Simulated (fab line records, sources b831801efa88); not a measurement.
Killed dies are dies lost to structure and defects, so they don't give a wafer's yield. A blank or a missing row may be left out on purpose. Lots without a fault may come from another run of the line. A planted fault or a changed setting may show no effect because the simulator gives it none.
fab line records | flow sky130
record lots=24 wafers=72 last_day=50
route steps=708 shown SD_N@358 LI_CONTACT@378 CONTACT@432 METAL2@500 CAP2M@604
lots that met no fault: from a run of the same line without faults
start_h: hours from the record's first day to the start of the lot's first wafer shown | wait_h: hours since the lot's step before | " the same as in the row above | L1.1+2: a row that stands for several wafers | - no value, or no start given | * or withheld: withheld | < > ~ a bound
route shown NAME@n: a module of which the file shows steps, and the number in the route of the first | usual: mean/standard deviation of fault-free wafers | same: alike in all rows | chamber/n: place in a boat | sites: the reading at each site | _std_site: their standard deviation | _edge_site: outer sites' mean less inner sites' | radius_mm: how far each site lies from the wafer's centre | mask NAME#n: copy n | behind: the tool/chamber that last shaped the wafer | hold: why the lot was held/for how many hours/how that ended | device: the transistor (n, p or np) that didn't switch | end of line: the same wafers' tests at the end of the route | a step without rows: its recipe alone | killed: dies lost to structure and defects at the first sort, not the wafer's yield | map: a wafer's dies, x killed, . not, _ none there
set.NAME: the setting as run; set.NAME@STEP: as run at that earlier step | model.NAME: the simulator's own value behind a step, which no gauge read
steps of the route over a sample of lots; a table a step, a row a wafer
services: from which hour (start_h, from the record's first day; less than 0 if before it) a tool's chamber was out of use, for how many hours, and why
## steps
# step SKY_SD_N_RS_MEAS_16
# recipe thk_meas_gauge=four-point-probe
# usual SD_N_RS=68.59/0.16
# columns lot.wafer tool chamber start_h wait_h SD_N_RS[ohm/sq]
L074.1 film_metro-01 - 652.05 0.1 68.78
L074.2 " - " " 68.79
L074.6 " - " " 68.74
L075.1 film_metro-02 - 655.51 0.1 68.54
L075.2 " - " " 68.38
L075.6 " - " " 68.52
L076.1 film_metro-02 - 659.69 0.1 68.42
L076.3 " - " " 68.53
L076.5 " - " " 68.46
L078.1 film_metro-01 - 662.14 0.1 68.71
L078.3 " - " " 68.74
L078.5 " - " " 68.69
L077.2 film_metro-01 - 674.51 0.1 68.74
L077.4 " - " " 68.73
L077.5 " - " " 68.86
L079.1 film_metro-03 - 678.45 0.1 68.37
L079.2 " - " " 68.50
L079.3 " - " " 68.42
L080.1 film_metro-01 - 688.24 0.1 68.77
L080.4 " - " " 68.72
L080.6 " - " " 68.70
L081.2 film_metro-01 - 708.63 0.1 68.58
L081.4 " - " " 68.94
L081.5 " - " " 68.70
L082.4 film_metro-01 - 710.11 0.1 68.69
L082.5 " - " " 68.67
L082.6 " - " " 68.78
L083.2 film_metro-03 - 713.13 0.1 68.51
L083.3 " - " " 68.26
L083.4 " - " " 68.42
L084.1 film_metro-03 - 721.86 0.1 68.48
L084.4 " - " " 68.46
L084.6 " - " " 68.45
L085.1 film_metro-01 - 728.99 0.1 68.63
L085.3 " - " " 68.57
L085.6 " - " " 68.75
L086.1 film_metro-01 - 735.85 0.1 68.63
L086.2 " - " " 68.83
L086.6 " - " " 68.84
L087.1 film_metro-02 - 745.16 0.1 68.29
L087.5 " - " " 68.57
L087.6 " - " " 68.32
L088.2 film_metro-03 - 758.47 0.1 68.46
L088.4 " - " " 68.52
L088.5 " - " " 68.49
L089.2 film_metro-03 - 764.18 0.1 68.40
L089.3 " - " " 68.54
L089.5 " - " " 68.46
L090.4 film_metro-03 - 772.32 0.1 68.55
L090.5 " - " " 68.56
L090.6 " - " " 68.70
L091.2 film_metro-02 - 783.23 0.1 68.52
L091.3 " - " " 68.59
L091.6 " - " " 68.52
L092.1 film_metro-01 - 784.79 0.1 68.59
L092.2 " - " " 68.70
L092.6 " - " " 68.56
L093.1 film_metro-01 - 794.01 0.1 68.74
L093.4 " - " " 68.69
L093.5 " - " " 68.54
L094.1 film_metro-02 - 796.56 0.1 68.49
L094.3 " - " " 68.47
L094.6 " - " " 68.59
L095.1 film_metro-01 - 808.06 0.1 68.76
L095.5 " - " " 68.58
L095.6 " - " " 68.54
L096.2 film_metro-03 - 814.96 0.1 68.37
L096.4 " - " " 68.54
L096.6 " - " " 68.48
L097.3 film_metro-01 - 831.99 0.1 68.68
L097.4 " - " " 68.81
L097.5 " - " " 68.54
# step SKY_LI_CONTACT_STRIP_16
# recipe chemistry=O2/N2 power_w=1400 pressure_mtorr=1500 platen_temp_c=withheld o2_flow_sccm=3000 n2_flow_sccm=300 overash_fraction=0.5
# usual drypump_motor_current_A=5.79/0.22 oes_product_au=0.376/0.0044 strip_time_to_endpoint_s=3.50/0.039
# same overash_fraction=0.5
# columns lot.wafer tool chamber start_h wait_h drypump_motor_current_A oes_product_au rf_hours_counter_h strip_time_to_endpoint_s
L074.1 plasma_asher-02 0 681.71 - 6.07 0.375 24 3.57
L074.2 " 1 " " 5.50 0.367 24 3.47
L074.6 " 1 " " 5.51 0.382 - 3.49
L075.1 plasma_asher-04 1 684.94 - 5.69 0.369 99 3.53
L075.2 " 0 " " 5.63 0.368 99 3.46
L075.6 " 0 " " 5.64 0.376 - 3.46
L076.1 plasma_asher-01 1 689.16 - 5.72 0.375 86 3.49
L076.3 " 0 " " 5.99 0.371 - 3.51
L076.5 " 1 " " 5.72 0.376 - 3.46
L078.1 plasma_asher-04 0 690.94 - 5.62 0.374 100 3.49
L078.3 " 1 " " 5.64 0.376 - 3.55
L078.5 " 1 " " 5.67 0.380 - 3.53
L077.2 plasma_asher-02 1 703.81 - 5.51 0.387 26 3.57
L077.4 " 1 " " 5.48 0.378 - 3.48
L077.5 " 0 " " 6.05 0.380 - 3.55
L079.1 plasma_asher-02 0 707.71 - 6.09 0.378 27 3.50
L079.2 " 1 " " 5.53 0.373 27 3.48
L079.3 " 0 " " 6.08 0.373 - 3.49
L080.1 plasma_asher-04 0 716.75 - 5.63 0.379 102 3.50
L080.4 " 1 " " 5.70 0.375 - 3.54
L080.6 " 0 " " 5.62 0.376 - 3.51
L081.2 plasma_asher-02 1 737.29 - 5.51 0.372 30 3.50
L081.4 " 1 " " 5.46 0.379 - 3.55
L081.5 " 0 " " 6.08 0.366 - 3.48
L082.4 plasma_asher-01 1 738.32 - 5.73 0.383 - 3.52
L082.5 " 1 " " 5.74 0.382 - 3.48
L082.6 " 0 " " 6.02 0.376 - 3.49
L083.2 plasma_asher-01 1 741.94 - 5.73 0.378 91 3.52
L083.3 " 0 " " 6.01 0.372 - 3.48
L083.4 " 1 " " 5.73 0.379 - 3.53
L084.1 plasma_asher-02 1 749.39 - 5.50 0.370 31 3.51
L084.4 " 1 " " 5.48 0.368 - 3.45
L084.6 " 0 " " 6.07 0.373 - 3.43
L085.1 plasma_asher-01 0 757.30 - 6.02 0.372 93 3.55
L085.3 " 0 " " 5.99 0.378 - 3.51
L085.6 " 0 " " 5.99 0.382 - 3.55
L086.1 plasma_asher-02 1 763.67 - 5.50 0.383 32 3.53
L086.2 " 0 " " 6.11 0.371 32 3.53
L086.6 " 0 " " 6.09 0.376 - 3.49
L087.1 plasma_asher-02 1 773.64 - 5.53 0.380 33 3.56
L087.5 " 0 " " 6.09 0.372 - 3.51
L087.6 " 1 " " 5.52 0.378 - 3.53
L088.2 plasma_asher-01 0 785.45 - 6.00 0.371 95 3.48
L088.4 " 1 " " 5.77 0.378 - 3.54
L088.5 " 0 " " 6.00 0.372 - 3.53
L089.2 plasma_asher-01 1 791.41 - 5.72 0.376 96 3.55
L089.3 " 1 " " 5.73 0.377 - 3.52
L089.5 " 0 " " 6.01 0.372 - 3.55
L090.4 plasma_asher-01 1 800.12 - 5.77 0.373 - 3.49
L090.5 " 1 " " 5.74 0.380 - 3.50
L090.6 " 0 " " 6.01 0.380 - 3.49
L091.2 plasma_asher-01 0 810.45 - 5.98 0.378 98 3.42
L091.3 " 0 " " 6.00 0.378 - 3.50
L091.6 " 1 " " 5.73 0.375 - 3.41
L092.1 plasma_asher-02 1 811.79 - 5.52 0.374 37 3.46
L092.2 " 0 " " 6.11 0.378 37 3.52
L092.6 " 0 " " 6.08 0.378 - 3.48
L093.1 plasma_asher-02 1 821.39 - 5.44 0.377 38 3.54
L093.4 " 0 " " 6.07 0.378 - 3.51
L093.5 " 1 " " 5.50 0.377 - 3.51
L094.1 plasma_asher-04 1 824.54 - 5.69 0.380 8 3.47
L094.3 " 0 " " 5.62 0.377 - 3.51
L094.6 " 0 " " 5.64 0.369 - 3.55
L095.1 plasma_asher-02 0 835.15 - 6.09 0.375 39 3.49
L095.5 " 0 " " 6.08 0.386 - 3.54
L095.6 " 1 " " 5.50 0.375 - 3.46
L096.2 plasma_asher-02 1 842.05 - 5.49 0.376 40 3.49
L096.4 " 1 " " 5.54 0.381 - 3.53
L096.6 " 0 " " 6.06 0.376 - 3.50
L097.3 plasma_asher-04 0 858.47 - 5.63 0.381 - 3.44
L097.4 " 1 " " 5.73 0.380 - 3.47
L097.5 " 1 " " 5.69 0.378 - 3.49
# step SKY_CONTACT_THK_MEAS_26
# recipe thk_meas_gauge=xrf reads=W_of_CONTACT_CVD_24
# usual CONTACT_W_THK=342/4.7
# columns lot.wafer tool chamber start_h wait_h CONTACT_W_THK[nm]
L074.1 film_metro-04 - 740.10 0.1 342
L074.2 " - " " 348
L074.6 " - " " 347
L075.1 film_metro-03 - 744.43 0.1 337
L075.2 " - " " 335
L075.6 " - " " 333
L076.1 film_metro-01 - 747.28 0.1 343
L076.3 " - " " 339
L076.5 " - " " 335
L078.1 film_metro-03 - 749.78 0.1 337
L078.3 " - " " 337
L078.5 " - " " 335
L077.2 film_metro-03 - 762.26 0.1 339
L077.4 " - " " 340
L077.5 " - " " 343
L079.1 film_metro-01 - 766.04 0.1 342
L079.2 " - " " 338
L079.3 " - " " 336
L080.1 film_metro-04 - 774.80 0.1 337
L080.4 " - " " 334
L080.6 " - " " 340
L081.2 film_metro-04 - 795.26 0.1 342
L081.4 " - " " 338
L081.5 " - " " 345
L082.4 film_metro-03 - 795.63 0.1 339
L082.5 " - " " 342
L082.6 " - " " 344
L083.2 film_metro-03 - 799.75 0.1 337
L083.3 " - " " 336
L083.4 " - " " 342
L084.1 film_metro-04 - 806.23 0.1 339
L084.4 " - " " 340
L084.6 " - " " 341
L085.1 film_metro-01 - 813.58 0.1 345
L085.3 " - " " 346
L085.6 " - " " 344
L086.1 film_metro-04 - 819.89 0.1 348
L086.2 " - " " 346
L086.6 " - " " 347
L087.1 film_metro-03 - 830.63 0.1 334
L087.5 " - " " 334
L087.6 " - " " 340
L088.2 film_metro-04 - 841.46 0.1 342
L088.4 " - " " 346
L088.5 " - " " 342
L089.2 film_metro-04 - 846.30 0.1 345
L089.3 " - " " 342
L089.5 " - " " 351
L090.4 film_metro-04 - 855.96 0.1 346
L090.5 " - " " 352
L090.6 " - " " 343
L091.2 film_metro-04 - 866.16 0.1 352
L091.3 " - " " 347
L091.6 " - " " 353
L092.1 film_metro-04 - 867.15 0.1 343
L092.2 " - " " 352
L092.6 " - " " 347
L093.1 film_metro-03 - 876.10 0.1 331
L093.4 " - " " 332
L093.5 " - " " 344
L094.1 film_metro-01 - 879.57 0.1 340
L094.3 " - " " 345
L094.6 " - " " 341
L095.1 film_metro-04 - 890.55 0.1 351
L095.5 " - " " 350
L095.6 " - " " 342
L096.2 film_metro-03 - 897.70 0.1 339
L096.4 " - " " 341
L096.6 " - " " 340
L097.3 film_metro-01 - 912.82 0.1 351
L097.4 " - " " 345
L097.5 " - " " 347
# step SKY_CONTACT_CMP_27
# recipe stop_on=SiO2 t_overpolish_s=15 down_force_psi=3.5 platen_rpm=60 target_thk_nm=0 pad_velocity_m_s=0.94248
# usual motor_current_A=11.7/1.1 overpolish_run_s=15.000/0.0082 platen_rpm=60.00/0.046 time_to_endpoint_s=84/3.9
# columns lot.wafer tool chamber start_h wait_h motor_current_A overpolish_run_s platen_rpm time_to_endpoint_s
L074.1 cmp-01 0 740.16 0.1 9.7 14.993 60.02 84
L074.2 " 1 " " 11.3 15.010 59.99 82
L074.6 " 0 " " 9.7 14.997 60.00 85
L075.2 cmp-02 1 744.54 0.1 12.1 14.999 60.01 82
L075.1 " 3 " " 13.2 14.994 60.04 89
L075.6 " 1 " " 11.4 15.007 60.01 82
L076.1 cmp-02 3 747.34 0.1 13.7 14.989 59.97 86
L076.3 " 1 " " 12.3 15.009 60.04 80
L076.5 " 0 " " 11.0 15.007 60.02 82
L078.3 cmp-02 3 749.94 0.1 13.2 15.006 60.07 85
L078.1 " 0 " " 11.7 15.001 59.95 82
L078.5 " 1 " " 12.4 15.007 59.95 80
L077.2 cmp-01 0 762.31 0.0 10.3 14.992 60.02 84
L077.4 " 2 " " 12.8 15.010 59.97 78
L077.5 " 1 " " 11.9 15.000 60.04 82
L079.3 cmp-02 3 766.10 0.0 12.6 14.994 60.04 87
L079.2 " 1 " " 12.0 15.001 59.98 81
L079.1 " 2 " " 12.0 14.989 60.01 78
L080.1 cmp-01 2 775.08 0.3 13.2 15.002 60.03 77
L080.4 " 0 " " 9.7 15.000 60.00 78
L080.6 " 3 " " 10.7 14.994 60.04 84
L081.4 cmp-02 3 795.31 0.0 13.1 14.989 60.02 92
L081.2 " 2 " " 11.8 14.990 60.05 76
L081.5 " 3 " " 14.0 14.986 60.10 88
L082.4 cmp-01 1 795.66 0.0 11.1 15.013 60.03 80
L082.5 " 1 " " 11.6 15.010 60.04 81
L082.6 " 2 " " 13.2 15.005 59.94 81
L083.2 cmp-02 2 799.80 0.0 12.2 15.006 59.98 83
L083.3 " 3 " " 12.9 14.987 60.14 93
L083.4 " 0 " " 10.5 14.993 59.95 89
L084.1 cmp-01 0 806.29 0.1 10.0 15.014 60.01 82
L084.4 " 2 " " 13.0 15.007 59.93 80
L084.6 " 0 " " 10.3 15.004 59.95 83
L085.1 cmp-02 3 813.69 0.1 12.7 14.988 59.93 89
L085.3 " 1 " " 11.6 14.966 60.00 82
L085.6 " 2 " " 12.0 15.008 59.99 80
L086.1 cmp-01 2 819.95 0.1 12.8 14.993 59.96 86
L086.2 " 3 " " 10.7 14.998 60.04 90
L086.6 " 3 " " 10.5 15.006 60.00 87
L087.1 cmp-01 2 830.84 0.2 12.5 15.010 60.01 85
L087.5 " 3 " " 10.8 15.009 60.02 94
L087.6 " 0 " " 9.9 15.001 60.00 88
L088.4 cmp-01 0 841.59 0.1 9.9 14.993 60.00 82
L088.2 " 1 " " 11.8 14.988 60.02 84
L088.5 " 3 " " 11.2 15.010 60.10 85
L089.2 cmp-01 1 846.40 0.1 12.0 15.004 60.00 84
L089.3 " 3 " " 10.5 14.996 60.06 85
L089.5 " 0 " " 9.9 15.012 59.98 89
L090.4 cmp-01 0 856.14 0.2 10.8 15.006 60.09 88
L090.5 " 1 " " 11.8 14.999 59.95 87
L090.6 " 2 " " 12.9 15.009 59.99 86
L091.3 cmp-02 3 866.26 0.1 14.0 15.011 59.96 90
L091.2 " 0 " " 11.0 15.005 60.07 80
L091.6 " 3 " " 12.9 15.001 59.88 89
L092.2 cmp-01 3 867.25 0.1 11.1 15.007 60.01 91
L092.1 " 1 " " 12.3 15.009 60.00 82
L092.6 " 3 " " 11.0 14.994 60.00 90
L093.1 cmp-01 3 876.21 0.1 11.0 14.989 60.03 87
L093.4 " 0 " " 10.4 14.989 60.01 83
L093.5 " 2 " " 13.2 15.000 60.03 87
L094.3 cmp-01 1 879.63 0.0 11.7 14.996 60.00 84
L094.1 " 2 " " 13.0 14.981 60.04 84
L094.6 " 1 " " 11.7 14.994 59.97 84
L095.1 cmp-02 3 890.61 0.1 12.9 14.995 59.97 89
L095.6 " 3 " " 13.3 14.997 59.98 85
L095.5 " 0 " " 10.6 14.998 60.04 83
L096.2 cmp-01 0 897.75 0.0 10.1 15.002 59.92 83
L096.4 " 3 " " 11.5 15.007 60.01 84
L096.6 " 1 " " 11.7 14.993 60.03 83
L097.3 cmp-01 0 912.86 0.0 9.8 14.997 59.99 87
L097.4 " 2 " " 12.5 15.005 60.04 80
L097.5 " 0 " " 10.0 15.007 59.97 81
# step SKY_METAL2_DESCUM_17
# recipe chemistry=O2 source_power_w=150 bias_power_w=0 pressure_mtorr=10 temp_c=40 time_s=8
# usual drypump_motor_current_A=6.0/0.4 oes_product_au=1.001/0.012
# columns lot.wafer tool chamber start_h wait_h drypump_motor_current_A oes_product_au rf_hours_counter_h
L074.1 rie_metal-04 0 823.36 0.0 5.9 1.022 6
L074.2 " 1 " " 6.8 0.983 15
L074.6 " 1 " " 6.8 0.982 -
L075.1 rie_metal-04 1 826.88 0.0 6.7 0.982 15
L075.2 " 0 " " 5.9 1.027 7
L075.6 " 1 " " 6.7 0.995 -
L076.1 rie_metal-04 0 830.63 0.0 5.9 1.015 7
L076.3 " 0 " " 5.9 1.027 -
L076.5 " 1 " " 6.7 0.987 -
L078.1 rie_metal-02 0 832.81 0.0 5.6 0.995 0
L078.3 " 1 " " 6.0 0.992 -
L078.5 " 1 " " 6.0 0.997 -
L077.2 rie_metal-04 1 844.81 0.0 6.7 0.988 16
L077.4 " 1 " " 6.7 0.974 -
L077.5 " 0 " " 5.9 1.004 -
L079.1 rie_metal-03 0 848.43 0.0 5.7 1.018 9
L079.2 " 1 " " 5.7 1.000 2
L079.3 " 0 " " 5.7 1.013 -
L080.1 rie_metal-03 0 856.83 0.0 5.7 1.009 9
L080.4 " 1 " " 5.7 0.992 -
L080.6 " 1 " " 5.7 0.989 -
L081.2 rie_metal-03 0 875.88 0.0 5.7 1.010 10
L081.4 " 0 " " 5.7 1.011 -
L081.5 " 1 " " 5.7 1.005 -
L082.4 rie_metal-04 1 877.19 0.0 6.8 0.985 -
L082.5 " 0 " " 5.9 1.017 -
L082.6 " 1 " " 6.8 0.981 -
L083.2 rie_metal-04 0 880.48 0.0 5.9 1.010 9
L083.3 " 1 " " 6.7 0.989 -
L083.4 " 0 " " 5.9 1.007 -
L084.1 rie_metal-03 1 887.63 0.0 5.7 0.991 4
L084.4 " 0 " " 5.8 1.014 -
L084.6 " 1 " " 5.8 1.004 -
L085.1 rie_metal-02 1 895.23 0.0 6.0 0.982 9
L085.3 " 1 " " 6.0 0.976 -
L085.6 " 1 " " 6.0 0.980 -
L086.1 rie_metal-04 0 900.48 0.0 5.9 1.009 10
L086.2 " 1 " " 6.7 0.983 18
L086.6 " 1 " " 6.7 0.987 -
L087.1 rie_metal-03 0 911.23 0.0 5.8 1.021 12
L087.5 " 0 " " 5.8 1.010 -
L087.6 " 1 " " 5.7 0.998 -
L088.2 rie_metal-03 0 920.91 0.0 5.7 1.015 12
L088.4 " 1 " " 5.7 1.001 -
L088.5 " 1 " " 5.7 0.998 -
L089.2 rie_metal-04 0 925.79 0.0 5.9 1.011 -
L089.3 " 0 " " 5.9 1.018 -
L089.5 " 0 " " 5.9 1.014 -
L090.4 rie_metal-03 1 935.40 0.0 5.7 0.998 -
L090.5 " 1 " " 5.7 0.991 -
L090.6 " 0 " " 5.7 1.021 -
L091.2 rie_metal-04 0 946.08 0.0 5.9 1.010 13
L091.3 " 0 " " 5.9 1.006 -
L091.6 " 1 " " 6.8 0.988 -
L092.1 rie_metal-02 0 946.48 0.0 5.7 1.007 5
L092.2 " 1 " " 6.0 0.997 11
L092.6 " 1 " " 6.0 0.988 -
L093.1 rie_metal-04 0 954.38 0.0 5.9 1.022 13
L093.4 " 1 " " 6.7 0.989 -
L093.5 " 0 " " 5.9 1.022 -
L094.1 rie_metal-02 1 956.98 0.0 6.0 0.977 12
L094.3 " 0 " " 5.7 1.007 -
L094.6 " 0 " " 5.7 1.000 -
L095.1 rie_metal-04 0 966.93 0.0 5.9 1.015 14
L095.5 " 0 " " 5.9 1.011 -
L095.6 " 1 " " 6.7 1.000 -
L096.2 rie_metal-04 0 973.66 0.0 5.9 1.011 15
L096.4 " 1 " " 6.7 0.987 -
L096.6 " 0 " " 5.9 1.007 -
L097.3 rie_metal-02 1 988.99 0.0 6.0 0.992 -
L097.4 " 0 " " 5.6 1.004 -
L097.5 " 1 " " 6.0 0.992 -
# step SKY_CAP2M_THK_MEAS_01
# recipe reads=SiO2_of_CAP2M_CVD_00
# usual CAP2M_CVD_00_THK=15.39/0.26
# columns lot.wafer tool chamber start_h wait_h CAP2M_CVD_00_THK[nm]
L074.1 film_metro-03 - 931.98 - 15.28
L074.2 " - " " 15.57
L074.6 " - " " 15.62
L075.1 film_metro-02 - 933.15 - 14.95
L075.2 " - " " 15.09
L075.6 " - " " 15.22
L076.1 film_metro-02 - 937.87 - 14.91
L076.3 " - " " 15.13
L076.5 " - " " 15.35
L078.1 film_metro-03 - 939.92 - 15.30
L078.3 " - " " 15.04
L078.5 " - " " 15.38
L077.2 film_metro-02 - 950.48 - 15.11
L077.4 " - " " 15.37
L077.5 " - " " 15.25
L079.1 film_metro-02 - 955.01 - 15.01
L079.2 " - " " 15.18
L079.3 " - " " 15.15
L080.1 film_metro-04 - 962.52 - 15.36
L080.4 " - " " 15.40
L080.6 " - " " 15.47
L081.2 film_metro-02 - 982.27 - 15.55
L081.4 " - " " 15.83
L081.5 " - " " 15.59
L082.4 film_metro-02 - 982.86 - 15.71
L082.5 " - " " 15.47
L082.6 " - " " 15.45
L083.2 film_metro-02 - 983.99 - 15.19
L083.3 " - " " 15.51
L083.4 " - " " 15.73
L084.1 film_metro-02 - 992.98 - 15.30
L084.4 " - " " 15.47
L084.6 " - " " 15.57
L085.1 film_metro-04 - 997.52 - 14.82
L085.3 " - " " 15.07
L085.6 " - " " 15.42
L086.1 film_metro-04 - 1004.21 - 15.30
L086.2 " - " " 15.04
L086.6 " - " " 15.39
L087.1 film_metro-02 - 1014.90 - 15.34
L087.5 " - " " 15.35
L087.6 " - " " 15.09
L088.2 film_metro-03 - 1023.63 - 15.31
L088.4 " - " " 15.44
L088.5 " - " " 15.68
L089.2 film_metro-03 - 1027.35 - 15.42
L089.3 " - " " 15.66
L089.5 " - " " 15.65
L090.4 film_metro-02 - 1047.07 - 15.27
L090.5 " - " " 15.14
L090.6 " - " " 15.38
L091.2 film_metro-03 - 1047.82 - 15.40
L091.3 " - " " 15.37
L091.6 " - " " 15.49
L092.1 film_metro-03 - 1048.15 - 15.18
L092.2 " - " " 15.28
L092.6 " - " " 15.48
L093.1 film_metro-02 - 1053.12 - 15.60
L093.4 " - " " 15.78
L093.5 " - " " 15.77
L094.1 film_metro-02 - 1056.00 - 15.41
L094.3 " - " " 15.94
L094.6 " - " " 15.73
L095.1 film_metro-02 - 1067.13 - 15.07
L095.5 " - " " 15.23
L095.6 " - " " 15.16
L096.2 film_metro-04 - 1072.23 - 15.39
L096.4 " - " " 15.53
L096.6 " - " " 15.27
L097.3 film_metro-02 - 1085.98 - 15.04
L097.4 " - " " 15.35
L097.5 " - " " 15.71
## services
# columns tool chamber start_h hours kind
cmp-01 - 667.50 2.3 repair
cmp-02 - 670.20 3.0 repair
rie_metal-04 0 697.30 9.1 repair
cmp-01 - 701.95 1.3 repair
cmp-02 - 703.43 5.7 repair
cmp-01 - 718.83 3.2 repair
cmp-01 - 726.38 2.6 repair
cmp-01 - 744.41 4.0 pm
plasma_asher-02 - 749.64 2.8 pm
plasma_asher-02 - 752.45 3.5 repair
cmp-02 - 758.67 1.4 repair
cmp-02 - 774.78 0.4 repair
rie_metal-04 - 806.19 2.8 pm
cmp-01 - 839.32 2.2 repair
rie_metal-04 1 847.07 3.9 repair
cmp-02 - 850.23 11.2 repair
cmp-01 - 861.40 5.5 pm
cmp-02 - 867.10 3.4 pm
cmp-02 - 892.11 4.9 pm
cmp-01 - 892.18 2.2 repair
cmp-02 - 898.58 4.0 repair
rie_metal-04 - 903.89 1.4 pm
plasma_asher-02 - 912.96 0.8 repair
plasma_asher-02 - 963.70 3.3 repair
## key
fault none
